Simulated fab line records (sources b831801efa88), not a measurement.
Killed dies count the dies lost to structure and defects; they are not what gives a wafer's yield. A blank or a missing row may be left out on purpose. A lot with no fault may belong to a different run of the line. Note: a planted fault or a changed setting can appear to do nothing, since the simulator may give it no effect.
One fault through the eyes of 2 desks + flow sky130 + numbers are kept per desk, each desk with only its own; the story behind them comes last

FOR THE TOOL OWNER'S DESK: implanter-01
The tool's own readings at SKY_LDD_P_IMPLANT_09: means of the sampled wafers that have a number, for each lot that ran on this tool. Any lot whose mean is over 4 standard deviations away from the usual mean is out of limits and marked OUT; that distance is given in the brackets.
Columns: A = beam-energy-keV at SKY_LDD_P_IMPLANT_09, usual 24.999; B = end-station-pressure-torr at SKY_LDD_P_IMPLANT_09, usual 5.07e-06 Torr
| lot  | first seen here | A                        | B        |
|------|-----------------|--------------------------|----------|
| L210 | day 21 03:11    | 24.992                   | 5.29e-06 |
| L220 | day 24 19:32    | 30.635 (+99 or more) OUT | 5.03e-06 |
| L221 | day 25 05:22    | 30.632 (+99 or more) OUT | 5.04e-06 |
This desk's verdict: out of limits on L220, L221, starting with L220 at day 24 19:32 (beam-energy-keV at SKY_LDD_P_IMPLANT_09). In limits: L210.

METROLOGY DESK
Means of the sampled wafers that have a number, per lot and without regard to the tool the lot ran on: this is what the gauges read. Any lot whose mean is over 4 standard deviations away from the usual mean is out of limits and marked OUT; that distance is given in the brackets.
Columns: A = LDD_N_OVL at SKY_LDD_N_OVL_MEAS_07, usual 1.4 nm; B = LDD_P_OVL at SKY_LDD_P_OVL_MEAS_08, usual -0.3 nm; C = LDD_P_TW at SKY_LDD_P_TW_MEAS_11, usual 639
| lot  | first seen here | A    | B    | C              |
|------|-----------------|------|------|----------------|
| L206 | day 18 18:23    | 0.5  | 1.5  | 640            |
| L209 | day 19 14:32    | 0.2  | 1.2  | 642            |
| L210 | day 19 18:37    | 1.0  | 0.4  | 636            |
| L211 | day 20 02:58    | 0.9  | 0.2  | 642            |
| L214 | day 21 13:20    | 2.7  | -0.6 | 637            |
| L217 | day 22 03:29    | 1.6  | 1.0  | 634            |
| L220 | day 23 12:46    | -0.3 | -1.6 | 670 (+6.1) OUT |
| L221 | day 23 22:02    | 2.0  | 0.3  | 666 (+5.2) OUT |
| L222 | day 23 23:35    | 0.6  | -0.6 | 631            |
| L223 | day 24 08:22    | 1.9  | 0.9  | 638            |
| L225 | day 25 10:47    | 1.6  | -0.9 | 643            |
| L227 | day 25 17:11    | 1.0  | -1.2 | 636            |
| L229 | day 26 04:02    | 1.5  | 0.5  | 638            |
This desk's finding: out of limits on L220, L221; first on L220, day 24 19:46 (LDD_P_TW at SKY_LDD_P_TW_MEAS_11). In limits: L206, L209, L210, L211, L214, L217, L222, L223, L225, L227, L229.

PUT TOGETHER
On L220, L221, at day 24 19:32, an alarm was possible from the tool owner's desk.
Metrology desk: alarm possible at day 24 19:46 on L220, L221.
On implanter-01, each named lot ran SKY_LDD_P_IMPLANT_09.

WHAT THE SIMULATOR HAD PUT IN
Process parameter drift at SKY_LDD_P_IMPLANT_09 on implanter-01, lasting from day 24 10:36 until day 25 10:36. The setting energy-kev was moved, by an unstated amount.
Lots struck among those shown: L220, L221.
Hours from the fault's start to each desk's first reading out of limits: the tool owner's desk, 9; the metrology desk, 9.
